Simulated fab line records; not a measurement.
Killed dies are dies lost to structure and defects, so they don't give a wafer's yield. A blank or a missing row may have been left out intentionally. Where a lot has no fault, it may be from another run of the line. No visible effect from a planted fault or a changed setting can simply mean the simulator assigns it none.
Matching of chambers | flow gf180mcu | 4 sister chambers for GF_V5_CMP_04 on cmp-01
The step polishes SiO2. 8 wafers are shown with their chamber, then 7 later ones without.

== WAFERS PAIRED WITH THEIR CHAMBERS ==
wafer  | chamber | motor current A (A)
L892.2 | 0       | 12.8
L892.6 | 3       | 10.5
L893.5 | 2       | 10.9
L894.1 | 1       | 11.7
L894.3 | 2       | 10.7
L894.5 | 1       | 11.8
L900.1 | 0       | 13.5
L900.2 | 3       | 10.2

== WAFERS WITH NO CHAMBER GIVEN ==
wafer  | motor current A (A)
L900.5 | 11.3
L903.1 | 12.3
L903.3 | 10.1
L903.4 | 13.1
L904.2 | 11.2
L904.5 | 10.5
L904.6 | 11.4

== THE CHAMBER EACH PASSED THROUGH ==
wafer  | from the rows above          | in truth
L900.5 | can't be placed: 1 or 2 or 3 | 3
L903.1 | can't be placed: 1 or 0      | 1
L903.3 | can't be placed: 3 or 2      | 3
L903.4 | 0                            | 0
L904.2 | can't be placed: 2 or 1 or 3 | 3
L904.5 | can't be placed: 3 or 2      | 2
L904.6 | can't be placed: 1 or 2      | 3
Correctly placed: 1 of 7. These rows do not allow placing 6 (true chamber among the candidates in 5). Wrongly placed: 0.
How it was worked out, from the rows above alone: a wafer's distance from a chamber is the root of the sum, over the readings, of the square of ((its reading less the chamber's mean) divided by the reading's scatter). If the next closest chamber is less than 2 further off than the closest, the wafer can't be placed; otherwise it belongs to the closest. For every chamber, the mean is computed from those of its wafers that are shown. The scatter: take each reading less its chamber's mean, square it, sum over the shown wafers, divide by the number of wafers less the number of chambers, and take the root.
